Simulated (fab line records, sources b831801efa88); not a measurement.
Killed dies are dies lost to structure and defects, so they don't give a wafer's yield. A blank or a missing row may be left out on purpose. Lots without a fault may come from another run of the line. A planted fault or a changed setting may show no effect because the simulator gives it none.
Split-lot experiment | flow gf180mcu | 5 lots, 23 wafers read, on a route of 602 steps

THE SPLIT
At GF_STI_OXIDATION_01 (stabilise 600 s, purge 300 s, target thk 10 nm), the setting temp_c was moved away from the recipe's 900 C on 15 of the 23 wafers read, by -2.6% to +2.7%. The other wafers ran this setting at the recipe's value.

The file shows no step between the split and the reading.

THE READING
STI_OXIDATION_THK, in nm, at GF_STI_THK_MEAS_02. Fault-free wafers of this fab line usually give 10.08 nm, standard deviation 0.14 nm.

wafer  | tool, chamber at the split | temp_c as run, C | against the recipe | STI_OXIDATION_THK, nm | against lot-mates on the recipe
L074.1 | furnace-02, 0              | 900              | recipe             | 10.11                 | -
L074.2 | furnace-02, 0              | 900              | recipe             | 10.17                 | -
L074.3 | furnace-02, 0              | 900              | recipe             | 10.27                 | -
L078.1 | -, -                       | 900              | recipe             | 10.09                 | -
L078.2 | -, -                       | 900              | recipe             | 9.87                  | -
L078.3 | -, -                       | 900              | recipe             | 10.05                 | -
L078.4 | -, -                       | 900              | recipe             | 9.90                  | -
L078.6 | -, -                       | 900              | recipe             | 10.00                 | -
L081.1 | -, -                       | 876.3            | -2.6%              | 7.91                  | no lot-mate on the recipe
L081.3 | -, -                       | 876.3            | -2.6%              | 7.99                  | no lot-mate on the recipe
L081.4 | -, -                       | 876.3            | -2.6%              | 7.86                  | no lot-mate on the recipe
L081.5 | -, -                       | 876.3            | -2.6%              | 8.01                  | no lot-mate on the recipe
L081.6 | -, -                       | 876.3            | -2.6%              | 7.92                  | no lot-mate on the recipe
L082.1 | -, -                       | 924.6            | +2.7%              | 12.88                 | no lot-mate on the recipe
L082.3 | -, -                       | 924.6            | +2.7%              | 12.91                 | no lot-mate on the recipe
L082.4 | -, -                       | 924.6            | +2.7%              | 13.00                 | no lot-mate on the recipe
L082.5 | -, -                       | 924.6            | +2.7%              | 12.82                 | no lot-mate on the recipe
L082.6 | -, -                       | 924.6            | +2.7%              | 12.91                 | no lot-mate on the recipe
L085.1 | -, -                       | 907.1            | +0.8%              | 10.88                 | no lot-mate on the recipe
L085.2 | -, -                       | 907.1            | +0.8%              | 10.88                 | no lot-mate on the recipe
L085.3 | -, -                       | 907.1            | +0.8%              | 10.91                 | no lot-mate on the recipe
L085.4 | -, -                       | 907.1            | +0.8%              | 10.80                 | no lot-mate on the recipe
L085.6 | -, -                       | 907.1            | +0.8%              | 10.86                 | no lot-mate on the recipe

THE FIT
A straight line over all 23 wafers: STI_OXIDATION_THK changes by +0.922 nm for each +1% of temp_c; r = +0.99; the points scatter about the line by 0.18 nm.
Too few moved wafers have a lot-mate on the recipe to fit a line with each lot's own level taken away.

THE WHOLE CHAIN: every reading that the file lists as answering this split, in the file's order
step                | what it does                                   | reading                                                                          | change (the file's fit)               | r (the file's)
GF_STI_OXIDATION_01 | stabilise 600 s, purge 300 s, target thk 10 nm | SiO2_of_STI_OXIDATION_01.thk_nm (the simulator's own value, which no gauge read) | +0.917 nm for each +1% of the setting | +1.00
GF_STI_THK_MEAS_02  |                                                | STI_OXIDATION_THK                                                                | +0.922 for each +1% of the setting    | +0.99

THE FILE'S OWN FIT
STI_OXIDATION_THK changes by +0.922 nm for each +1% of temp_c, r = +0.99.
